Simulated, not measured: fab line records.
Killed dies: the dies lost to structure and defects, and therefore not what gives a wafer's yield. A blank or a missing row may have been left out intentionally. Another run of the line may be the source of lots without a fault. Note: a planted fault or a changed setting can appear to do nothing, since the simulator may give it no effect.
fab line records -- flow sky130
record: lots: 6, wafers: 18, lastDay: 50
route steps=708 shown LDD_HVP@287 LDD_LDN@289 PAD_OPEN@708
lots that met no fault: taken from a fault-free run of the same line
startH: hours from the record's first day to the start of the lot's first wafer shown -- waitH: time in hours since the lot's previous step -- " repeats the value in the row above -- L1.1+2: a row that stands for several wafers -- - no value, or no start was given -- * or withheld: withheld -- < > ~ a bound
route shown NAME@n: NAME is a module with steps in the file, n the number in the route of the first one -- usual: the fault-free wafers' mean and standard deviation -- same: alike in all rows -- chamber/n: place in a boat -- sites: per-site readings -- _std_site: standard deviation of those values -- _edge_site: mean of outer sites minus mean of inner sites -- radiusMm: how far each site lies from the wafer's centre -- mask NAME#n: copy n -- behind: tool/chamber where the wafer was last shaped -- hold: why the lot was held/for how many hours/how that ended -- device: which transistor (n, p or np) failed to switch -- end of line: the same wafers' tests at the end of the route -- a step without rows: its recipe alone -- killed: the dies lost at the first sort to structure and to defects; this is not the yield of the wafer -- map: a wafer's dies, marking killed ones x, the rest . and places with no die _
set.NAME: setting as actually run; set.NAME@STEP: the setting as run at that earlier step -- model.NAME: the simulator's own value behind a step, which no gauge read
lots at some steps of the route; a table a step, a row a wafer
services: from which hour (startH, from the record's first day; less than 0 if before it) a tool's chamber was out of use, for how many hours, and why
== steps ==
step: SKY_LDD_HVP_STRIP_09
recipe: chemistry: O2/N2, powerW: 1400, pressureMtorr: 1500, platenTempC: withheld, o2FlowSccm: 3000, n2FlowSccm: 300, overashFraction: 0.5
usual: drypumpMotorCurrentA: 5.57/0.26, oesProductAu: 0.409/0.0045, stripTimeToEndpointS: 4.133/0.013
lot.wafer,tool,chamber,startH,waitH,drypumpMotorCurrentA,oesProductAu,rfHoursCounterH,stripTimeToEndpointS
L124.1,plasmaAsher-03,0,497.03,0.1,5.34,0.403,66,4.127
L124.5,plasmaAsher-03,1,497.03,0.1,5.77,0.408,-,4.144
L124.6,plasmaAsher-03,0,497.03,0.1,5.36,0.408,-,4.127
L125.2,plasmaAsher-02,1,510.64,0.1,5.38,0.414,39,4.147
L125.3,plasmaAsher-02,1,510.64,0.1,5.35,0.409,-,4.136
L125.4,plasmaAsher-02,0,510.64,0.1,5.32,0.407,-,4.134
L144.2,plasmaAsher-04,1,669.38,0.1,5.99,0.408,25,4.122
L144.3,plasmaAsher-04,1,669.38,0.1,6.02,0.419,-,4.118
L144.4,plasmaAsher-04,0,669.38,0.1,5.86,0.414,-,4.117
L145.1,plasmaAsher-03,0,673.24,0.1,5.39,0.408,83,4.127
L145.2,plasmaAsher-03,1,673.24,0.1,5.75,0.405,83,4.148
L145.5,plasmaAsher-03,1,673.24,0.1,5.75,0.408,-,4.156
L146.1,plasmaAsher-02,0,680.89,0.1,5.30,0.407,56,4.140
L146.2,plasmaAsher-02,1,680.89,0.1,5.37,0.398,56,4.125
L146.5,plasmaAsher-02,1,680.89,0.1,5.38,0.408,-,4.140
L147.1,plasmaAsher-02,0,687.79,0.1,5.30,0.410,57,4.114
L147.4,plasmaAsher-02,1,687.79,0.1,5.36,0.405,-,4.134
L147.6,plasmaAsher-02,0,687.79,0.1,5.31,0.410,-,4.135
step: SKY_LDD_HVP_TW_MEAS_10
usual: LDD_HVP_TW: 461/4.4
lot.wafer,tool,chamber,startH,waitH,LDD_HVP_TW
L124.1,filmMetro-03,-,497.13,0.1,466
L124.5,filmMetro-03,-,497.13,0.1,465
L124.6,filmMetro-03,-,497.13,0.1,467
L125.2,filmMetro-01,-,510.75,0.1,459
L125.3,filmMetro-01,-,510.75,0.1,462
L125.4,filmMetro-01,-,510.75,0.1,462
L144.2,filmMetro-04,-,669.49,0.1,459
L144.3,filmMetro-04,-,669.49,0.1,458
L144.4,filmMetro-04,-,669.49,0.1,459
L145.1,filmMetro-01,-,673.34,0.1,458
L145.2,filmMetro-01,-,673.34,0.1,459
L145.5,filmMetro-01,-,673.34,0.1,460
L146.1,filmMetro-03,-,680.99,0.1,469
L146.2,filmMetro-03,-,680.99,0.1,466
L146.5,filmMetro-03,-,680.99,0.1,468
L147.1,filmMetro-03,-,687.89,0.1,466
L147.4,filmMetro-03,-,687.89,0.1,466
L147.6,filmMetro-03,-,687.89,0.1,467
step: SKY_LDD_LDN_DEHYDRATE_00
recipe: tempC: 200, timeS: 60
step: SKY_LDD_LDN_HMDS_01
recipe: primeTimeS: 60, primeTempC: 120
step: SKY_LDD_LDN_COAT_02
recipe: resist: NOVOLAK, spinRpm: 3000, resistThkNm: 1140
step: SKY_LDD_LDN_SOFTBAKE_03
recipe: tempC: 90, timeS: 60, resist: NOVOLAK
step: SKY_LDD_LDN_EXPOSE_04
recipe: maskId: LDNTM, na: 0.6, sourceShape: conventional, sigmaOuter: 0.6, polarization: unpolarized, targetCdNm: 700, doseMj: 140
step: SKY_LDD_LDN_PEB_05
recipe: tempC: withheld, timeS: *, resist: NOVOLAK
step: SKY_LDD_LDN_DEVELOP_06
recipe: resist: NOVOLAK, developer: TMAH, developTimeS: 60, devTempC: 23
step: SKY_LDD_LDN_OVL_MEAS_07
usual: LDD_LDN_OVL: 0.5/1.5
lot.wafer,tool,chamber,startH,waitH,LDD_LDN_OVL[nm]
L124.1,overlay-01,-,527.97,0.1,0.3
L124.5,overlay-01,-,527.97,0.1,-1.7
L124.6,overlay-01,-,527.97,0.1,-0.9
L125.2,overlay-02,-,541.68,0.1,-2.7
L125.3,overlay-02,-,541.68,0.1,-1.0
L125.4,overlay-02,-,541.68,0.1,0.5
L144.2,overlay-02,-,695.11,0.1,1.8
L144.3,overlay-02,-,695.11,0.1,0.5
L144.4,overlay-02,-,695.11,0.1,0.2
L145.1,overlay-01,-,699.45,0.1,-0.7
L145.2,overlay-01,-,699.45,0.1,-1.0
L145.5,overlay-01,-,699.45,0.1,0.1
L146.1,overlay-02,-,707.22,0.1,-1.6
L146.2,overlay-02,-,707.22,0.1,0.7
L146.5,overlay-02,-,707.22,0.1,0.6
L147.1,overlay-02,-,718.25,0.1,-4.0
L147.4,overlay-02,-,718.25,0.1,-1.2
L147.6,overlay-02,-,718.25,0.1,-2.1
step: SKY_LDD_LDN_IMPLANT_08
recipe: species: As, energyKev: 15, doseCm2: 1.25e+13, tiltDeg: withheld, rotationDeg: 23
step: SKY_LDD_LDN_IMPLANT_09
recipe: species: As, energyKev: 15, doseCm2: 1.25e+13, tiltDeg: withheld, rotationDeg: 113
step: SKY_LDD_LDN_IMPLANT_10
recipe: species: As, energyKev: 15, doseCm2: 1.25e+13, tiltDeg: withheld, rotationDeg: 203
usual: beamOnS: 10.03/0.2, doseIonsCm2: 1.2501e+13/1.4e+10, faradayCurrentUA: 70.3/1.4
lot.wafer,tool,chamber,startH,waitH,beamOnS,doseIonsCm2,faradayCurrentUA
L124.1,implanter-02,0,528.31,0.1,9.98,1.2522e+13,70.8
L124.5,implanter-02,0,528.31,0.1,10.19,1.2514e+13,69.3
L124.6,implanter-02,0,528.31,0.1,10.32,1.251e+13,68.1
L125.2,implanter-03,0,542.03,0.1,10.25,1.2503e+13,68.9
L125.3,implanter-03,0,542.03,0.1,10.05,1.252e+13,70.3
L125.4,implanter-03,0,542.03,0.1,9.64,1.249e+13,73.3
L144.2,implanter-03,0,695.46,0.1,10.06,1.274e+12,7.0
L144.3,implanter-03,0,695.46,0.1,9.93,1.29e+12,7.1
L144.4,implanter-03,0,695.46,0.1,9.94,1.284e+12,7.1
L145.1,implanter-04,0,699.79,0.1,10.04,1.249e+13,70.6
L145.2,implanter-04,0,699.79,0.1,9.98,1.2503e+13,70.8
L145.5,implanter-04,0,699.79,0.1,9.99,1.2502e+13,70.7
L146.1,implanter-03,0,707.55,0.1,9.84,1.253e+12,7.2
L146.2,implanter-03,0,707.55,0.1,9.64,1.263e+12,7.3
L146.5,implanter-03,0,707.55,0.1,9.96,1.26e+12,7.1
L147.1,implanter-02,0,718.59,0.1,10.32,1.2495e+13,67.9
L147.4,implanter-02,0,718.59,0.1,10.17,1.2498e+13,69.1
L147.6,implanter-02,0,718.59,0.1,9.96,1.2495e+13,70.8
step: SKY_LDD_LDN_IMPLANT_11
recipe: species: As, energyKev: 15, doseCm2: 1.25e+13, tiltDeg: withheld, rotationDeg: 293
step: SKY_LDD_LDN_STRIP_12
recipe: chemistry: O2/N2, powerW: 1400, pressureMtorr: 1500, platenTempC: withheld, o2FlowSccm: 3000, n2FlowSccm: 300, overashFraction: 0.5
usual: drypumpMotorCurrentA: 5.6/0.53, oesProductAu: 0.716/0.0041, stripTimeToEndpointS: 14.17/0.036
lot.wafer,tool,chamber,startH,waitH,drypumpMotorCurrentA,oesProductAu,rfHoursCounterH,stripTimeToEndpointS
L124.1,plasmaAsher-04,1,528.61,0.1,6.0,0.719,10,14.19
L124.5,plasmaAsher-04,0,528.61,0.1,5.9,0.713,-,14.25
L124.6,plasmaAsher-04,1,528.61,0.1,6.0,0.709,-,14.24
L125.2,plasmaAsher-01,1,542.31,0.1,6.2,0.714,86,14.20
L125.3,plasmaAsher-01,0,542.31,0.1,4.8,0.712,-,14.20
L125.4,plasmaAsher-01,1,542.31,0.1,6.2,0.714,-,14.13
L144.2,plasmaAsher-04,0,695.74,0.1,5.9,0.718,28,14.21
L144.3,plasmaAsher-04,1,695.74,0.1,6.0,0.717,-,14.21
L144.4,plasmaAsher-04,0,695.74,0.1,5.9,0.715,-,14.20
L145.1,plasmaAsher-02,1,700.09,0.1,5.4,0.710,58,14.14
L145.2,plasmaAsher-02,0,700.09,0.1,5.3,0.715,58,14.20
L145.5,plasmaAsher-02,1,700.09,0.1,5.4,0.716,-,14.16
L146.1,plasmaAsher-01,1,707.85,0.1,6.2,0.714,102,14.13
L146.2,plasmaAsher-01,0,707.85,0.1,4.9,0.714,102,14.14
L146.5,plasmaAsher-01,0,707.85,0.1,4.8,0.722,-,14.19
L147.1,plasmaAsher-01,1,718.89,0.1,6.2,0.707,103,14.19
L147.4,plasmaAsher-01,1,718.89,0.1,6.2,0.716,-,14.12
L147.6,plasmaAsher-01,0,718.89,0.1,4.8,0.712,-,14.14
step: SKY_LDD_LDN_TW_MEAS_13
usual: LDD_LDN_TW: 1487/5.8
lot.wafer,tool,chamber,startH,waitH,LDD_LDN_TW
L124.1,filmMetro-04,-,528.71,0.1,1477
L124.5,filmMetro-04,-,528.71,0.1,1493
L124.6,filmMetro-04,-,528.71,0.1,1482
L125.2,filmMetro-02,-,542.42,0.1,1490
L125.3,filmMetro-02,-,542.42,0.1,1489
L125.4,filmMetro-02,-,542.42,0.1,1493
L144.2,filmMetro-04,-,695.85,0.1,1394
L144.3,filmMetro-04,-,695.85,0.1,1388
L144.4,filmMetro-04,-,695.85,0.1,1394
L145.1,filmMetro-01,-,700.19,0.1,1488
L145.2,filmMetro-01,-,700.19,0.1,1483
L145.5,filmMetro-01,-,700.19,0.1,1483
L146.1,filmMetro-01,-,707.95,0.1,1380
L146.2,filmMetro-01,-,707.95,0.1,1368
L146.5,filmMetro-01,-,707.95,0.1,1367
L147.1,filmMetro-01,-,718.99,0.1,1485
L147.4,filmMetro-01,-,718.99,0.1,1484
L147.6,filmMetro-01,-,718.99,0.1,1485
step: SKY_LDD_LDN_CLEAN_14
recipe: chemistry: SC1/SC2, mix: 1:4:20, tempC: 70, timeS: 150, dry: n2Spin
step: SKY_PAD_OPEN_PROBE_99
usual: killed_at_M0_to_M3: 43/7, killed_at_M4_up: 3.5/1.9, killedAtContacts: 24/5.3, killedAtFrontEnd: 15/4.4, killedAtOther: 0.3/0.69, killedDies: 87/9.7, killedOpen: 48/7, killedShort: 39/6.4
same: grossDies: 492, killedAtBackSide: 0
lot.wafer,tool,chamber,startH,waitH,killed_at_M0_to_M3,killed_at_M4_up,killedAtContacts,killedAtFrontEnd,killedAtOther,killedDies,killedOpen,killedShort,model.etest.tipSonos.rsOhmSq
L124.1,prober-02,-,1073.56,0.1,41,5,19,15,0,80,44,35,2634
L124.5,prober-02,-,1073.76,0.2,35,1,22,15,0,73,40,33,2660
L124.6,prober-02,-,1073.81,0.2,51,5,37,21,0,114,67,47,2656
L125.2,prober-02,-,1084.59,0.1,40,2,24,19,0,85,41,41,2666
L125.3,prober-02,-,1084.64,0.2,51,5,26,7,0,89,45,44,2634
L125.4,prober-02,-,1084.69,0.2,42,5,32,16,0,95,60,34,2682
L144.2,prober-01,-,1188.82,0.1,46,4,34,18,0,102,52,49,3103
L144.3,prober-01,-,1188.87,0.2,43,2,33,7,1,86,55,31,3016
L144.4,prober-01,-,1188.92,0.2,56,5,25,12,0,98,53,45,3042
L145.1,prober-02,-,1189.73,0.1,36,3,30,16,1,86,49,37,2590
L145.2,prober-02,-,1189.78,0.1,37,1,19,22,0,79,47,32,2588
L145.5,prober-02,-,1189.93,0.2,37,3,25,20,0,85,53,32,2603
L146.1,prober-01,-,1194.54,0.1,43,2,22,10,1,78,52,26,3002
L146.2,prober-01,-,1194.59,0.1,48,6,33,15,0,102,60,42,3023
L146.5,prober-01,-,1194.74,0.2,37,3,31,18,0,89,47,42,3050
L147.1,prober-01,-,1199.89,0.1,42,6,24,8,0,80,41,39,2690
L147.4,prober-01,-,1200.04,0.2,44,2,24,12,0,82,44,38,2691
L147.6,prober-01,-,1200.14,0.2,32,2,21,9,0,64,37,27,2660
killed by level:class
L124.1 VIA1:geometricParticle:open=9 VIA3:geometricParticle:open=8 LI_CONTACT:geometricParticle:open=6 CONTACT:geometricParticle:open=5 VIA1:geometricParticle:short=5 LI_CONTACT:geometricParticle:short=4 VIA3:geometricParticle:short=4 FIELD_ISO:geometricParticle:open=3
L124.5 VIA1:geometricParticle:open=9 CONTACT:geometricParticle:open=9 VIA3:geometricParticle:open=5 FIELD_ISO:geometricParticle:short=4 POLY_GATE:geometricParticle:open=4 LOCAL_INTERCONNECT:geometricParticle:short=4 CONTACT:geometricParticle:short=4 METAL1:geometricParticle:short=4
L124.6 VIA1:geometricParticle:open=13 CONTACT:geometricParticle:open=13 VIA3:geometricParticle:open=12 LI_CONTACT:geometricParticle:open=11 POLY_GATE:geometricParticle:short=8 CONTACT:geometricParticle:short=8 VIA2:geometricParticle:open=4 POLY_GATE:geometricParticle:open=4
L125.2 LI_CONTACT:geometricParticle:open=7 CONTACT:geometricParticle:open=7 VIA1:geometricParticle:open=7 METAL2:geometricParticle:short=7 CONTACT:geometricParticle:short=5 VIA1:geometricParticle:short=5 METAL3:geometricParticle:short=5 VIA3:geometricParticle:open=5
L125.3 VIA1:geometricParticle:open=9 CONTACT:geometricParticle:open=8 VIA1:geometricParticle:short=8 LI_CONTACT:geometricParticle:open=7 METAL2:geometricParticle:short=6 VIA3:geometricParticle:open=6 CONTACT:geometricParticle:short=5 METAL1:geometricParticle:short=4
L125.4 CONTACT:geometricParticle:open=14 VIA1:geometricParticle:open=12 VIA2:geometricParticle:open=9 LI_CONTACT:geometricParticle:open=8 CONTACT:geometricParticle:short=6 VIA3:geometricParticle:open=6 FIELD_ISO:geometricParticle:open=4 VIA1:geometricParticle:short=4
L144.2 CONTACT:geometricParticle:open=18 VIA1:geometricParticle:open=7 METAL2:geometricParticle:short=7 VIA3:geometricParticle:open=7 VIA1:geometricParticle:short=6 LI_CONTACT:geometricParticle:short=5 LI_CONTACT:geometricParticle:open=5 VIA2:geometricParticle:short=5
L144.3 CONTACT:geometricParticle:open=10 LI_CONTACT:geometricParticle:open=9 VIA1:geometricParticle:open=9 VIA2:geometricParticle:open=8 CONTACT:geometricParticle:short=6 VIA3:geometricParticle:open=6 POLY_GATE:geometricParticle:open=4 VIA1:geometricParticle:short=4
L144.4 VIA1:geometricParticle:open=18 CONTACT:geometricParticle:open=9 CONTACT:geometricParticle:short=7 METAL2:geometricParticle:short=7 METAL1:geometricParticle:short=6 VIA2:geometricParticle:open=6 VIA3:geometricParticle:open=6 VIA1:geometricParticle:short=5
L145.1 LI_CONTACT:geometricParticle:open=11 VIA1:geometricParticle:open=10 FIELD_ISO:geometricParticle:open=6 CONTACT:geometricParticle:short=6 CONTACT:geometricParticle:open=5 VIA2:geometricParticle:open=5 VIA2:geometricParticle:short=5 POLY_GATE:geometricParticle:short=4
L145.2 LI_CONTACT:geometricParticle:open=9 VIA1:geometricParticle:open=8 VIA3:geometricParticle:open=6 FIELD_ISO:geometricParticle:open=5 FIELD_ISO:geometricParticle:short=5 CONTACT:geometricParticle:open=5 VIA1:geometricParticle:short=4 VIA2:geometricParticle:short=4
L145.5 FIELD_ISO:geometricParticle:open=10 VIA1:geometricParticle:open=9 LI_CONTACT:geometricParticle:open=9 VIA2:geometricParticle:open=8 CONTACT:geometricParticle:open=7 FIELD_ISO:geometricParticle:short=5 LOCAL_INTERCONNECT:geometricParticle:short=5 VIA3:geometricParticle:open=4
L146.1 VIA1:geometricParticle:open=11 CONTACT:geometricParticle:open=9 VIA1:geometricParticle:short=9 LI_CONTACT:geometricParticle:open=7 VIA2:geometricParticle:open=6 VIA3:geometricParticle:open=6 CONTACT:geometricParticle:short=4 FIELD_ISO:geometricParticle:open=3
L146.2 VIA1:geometricParticle:open=16 CONTACT:geometricParticle:open=16 LI_CONTACT:geometricParticle:open=7 METAL4:geometricParticle:short=6 VIA2:geometricParticle:open=6 FIELD_ISO:geometricParticle:open=5 LOCAL_INTERCONNECT:geometricParticle:short=5 METAL1:geometricParticle:short=5
L146.5 LI_CONTACT:geometricParticle:open=11 CONTACT:geometricParticle:open=8 VIA1:geometricParticle:open=8 CONTACT:geometricParticle:short=7 METAL1:geometricParticle:short=7 VIA3:geometricParticle:open=6 VIA2:geometricParticle:open=5 FIELD_ISO:geometricParticle:short=4
L147.1 CONTACT:geometricParticle:open=9 VIA1:geometricParticle:open=8 VIA3:geometricParticle:open=7 VIA1:geometricParticle:short=6 CONTACT:geometricParticle:short=6 VIA2:geometricParticle:open=6 LOCAL_INTERCONNECT:geometricParticle:short=5 METAL2:geometricParticle:short=5
L147.4 CONTACT:geometricParticle:open=8 VIA2:geometricParticle:open=8 VIA1:geometricParticle:short=7 LI_CONTACT:geometricParticle:open=7 METAL1:geometricParticle:short=7 VIA3:geometricParticle:open=6 VIA1:geometricParticle:open=5 FIELD_ISO:geometricParticle:open=4
L147.6 VIA2:geometricParticle:open=7 CONTACT:geometricParticle:open=6 VIA3:geometricParticle:open=5 LI_CONTACT:geometricParticle:open=4 CONTACT:geometricParticle:short=4 METAL1:geometricParticle:short=4 VIA3:geometricParticle:short=4 VIA1:geometricParticle:open=4
== services ==
tool,chamber,startH,hours,kind
implanter-03,-,485.75,3.7,repair
plasmaAsher-01,-,515.63,0.7,repair
plasmaAsher-01,-,536.44,0.5,repair
implanter-02,-,540.06,6.4,pm
plasmaAsher-02,-,549.55,1.1,repair
implanter-04,-,575.97,1.9,repair
implanter-03,-,588.71,4.8,pm
implanter-04,-,593.32,3.0,repair
plasmaAsher-01,-,598.70,3.7,repair
plasmaAsher-02,-,623.57,4.3,repair
plasmaAsher-01,-,638.17,2.9,repair
implanter-04,-,653.44,3.2,repair
implanter-04,-,675.37,7.0,pm
plasmaAsher-03,-,685.57,7.5,repair
implanter-04,-,706.73,15.4,repair
== key ==
firstSign: step: SKY_LDD_LDN_IMPLANT_10, reading: doseIonsCm2, direction: down, sigmas: 99+, usual: *, struck: *
effect: step: SKY_LDD_LDN_IMPLANT_10, reading: faradayCurrentUA, direction: down, sigmas: 44, usual: 70.3, struck: 7.1
effect: step: SKY_LDD_LDN_TW_MEAS_13, reading: LDD_LDN_TW, direction: down, sigmas: 18, usual: 1487, struck: 1382
modelEffect: step: SKY_PAD_OPEN_PROBE_99, value: etest.tipSonos.rsOhmSq, without: 2681, struck: 3039
metAt SKY_LDD_LDN_IMPLANT_10
struckWafers L144.2,L144.3,L144.4,L146.1,L146.2,L146.5
testerLeftOut L144,L146
onsetBetween 542.03 695.46
fault: kind: processParameterDrift, tool: implanter-03, chamber: -, onsetH: 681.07, steps: SKY_LDD_LDN_IMPLANT_10, channel: doseCm2, offset: *, shape: step, endH: 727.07, actsIn: *, stated: *
testerLeftOut: of these lots the tester's yield and bins aren't shown, on N5 and GAA mostly nor the transistor test; their killed dies are dies lost to structure and defects alone, not to doping, threshold or leakage, so they don't give the yield
